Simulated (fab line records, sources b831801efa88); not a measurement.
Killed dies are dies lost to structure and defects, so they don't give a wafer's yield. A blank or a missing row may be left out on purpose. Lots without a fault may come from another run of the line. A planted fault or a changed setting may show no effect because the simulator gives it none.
Split-lot experiment | flow sfq_line | 5 lots, 23 wafers read, on a route of 325 steps

THE SPLIT
At SFQ_TRILAYER_M4_DEP_SPUTTER_091 (material Nb, target thk 200 nm, time 133.3 s), the setting power_w was moved away from the recipe's 2000 W on 8 of the 23 wafers read, by -11.5% to +9.7%. The other wafers ran this setting at the recipe's value.

The file shows no step between the split and the reading.

THE READING
M4_NB_RS, in ohm/sq, at SFQ_M4_RS_MEAS_924 (measures by four-point-probe). Fault-free wafers of this fab line usually give 0.886 ohm/sq, standard deviation 0.01 ohm/sq.

wafer  | tool, chamber at the split | power_w as run, W | against the recipe | M4_NB_RS, ohm/sq | against lot-mates on the recipe
L075.2 | pvd_sputter-03, -          | 2000              | recipe             | 0.896            | -
L075.3 | pvd_sputter-03, -          | 2183              | +9.1%              | 0.823            | -0.074
L075.4 | pvd_sputter-03, -          | 2183              | +9.1%              | 0.817            | -0.080
L075.5 | pvd_sputter-03, -          | 2183              | +9.1%              | 0.819            | -0.078
L075.6 | pvd_sputter-03, -          | 2000              | recipe             | 0.898            | -
L076.1 | pvd_sputter-03, -          | 2000              | recipe             | 0.889            | -
L076.2 | pvd_sputter-03, -          | 2000              | recipe             | 0.883            | -
L076.3 | pvd_sputter-03, -          | 2000              | recipe             | 0.888            | -
L076.4 | pvd_sputter-03, -          | 2000              | recipe             | 0.892            | -
L076.5 | pvd_sputter-03, -          | 2000              | recipe             | 0.880            | -
L080.1 | pvd_sputter-06, -          | 2000              | recipe             | 0.880            | -
L080.2 | pvd_sputter-06, -          | 2195              | +9.7%              | 0.804            | -0.072
L080.3 | pvd_sputter-06, -          | 2000              | recipe             | 0.875            | -
L080.4 | pvd_sputter-06, -          | 2195              | +9.7%              | 0.797            | -0.079
L080.5 | pvd_sputter-06, -          | 2000              | recipe             | 0.873            | -
L082.1 | pvd_sputter-05, -          | 1771              | -11.5%             | 1.007            | +0.108
L082.3 | pvd_sputter-05, -          | 1771              | -11.5%             | 1.021            | +0.122
L082.4 | pvd_sputter-05, -          | 2000              | recipe             | 0.903            | -
L082.5 | pvd_sputter-05, -          | 1771              | -11.5%             | 1.012            | +0.113
L082.6 | pvd_sputter-05, -          | 2000              | recipe             | 0.894            | -
L085.1 | pvd_sputter-03, -          | 2000              | recipe             | 0.889            | -
L085.2 | pvd_sputter-03, -          | 2000              | recipe             | 0.896            | -
L085.6 | pvd_sputter-03, -          | 2000              | recipe             | 0.883            | -

THE FIT
A straight line over all 23 wafers: M4_NB_RS changes by -0.00953 ohm/sq for each +1% of power_w; r = -0.98; the points scatter about the line by 0.011 ohm/sq.
The same after taking each lot's own level away (the mean of its wafers on the recipe; 23 wafers): -0.00908 ohm/sq for each +1%; r = -0.99; scatter 0.0067 ohm/sq.
On that fit, the largest move of power_w shifts the reading by 0.1 ohm/sq.
The lots' own levels span 0.8760 to 0.8985 ohm/sq, that is 2.3 times the standard deviation above.
So the lot-to-lot level changes the slope little: the two slopes agree.
Check: with one of the wafers moved furthest among these (-11.5%) left out of the fit, the line predicts +0.107 ohm/sq for it against its lot-mates. It came out at +0.108 ohm/sq against them.

THE WHOLE CHAIN: every reading that the file lists as answering this split, in the file's order
step                            | what it does                                 | reading                                                                                   | change (the file's fit)              | r (the file's)
SFQ_TRILAYER_M4_DEP_SPUTTER_091 | material Nb, target thk 200 nm, time 133.3 s | Nb_of_TRILAYER_M4_DEP_SPUTTER_091.thk_nm (the simulator's own value, which no gauge read) | +1.98 nm for each +1% of the setting | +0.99
SFQ_M4_RS_MEAS_924              | measures by four-point-probe                 | M4_NB_RS                                                                                  | -0.00889 for each +1% of the setting | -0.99

THE FILE'S OWN FIT
M4_NB_RS changes by -0.00889 ohm/sq for each +1% of power_w, r = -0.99.
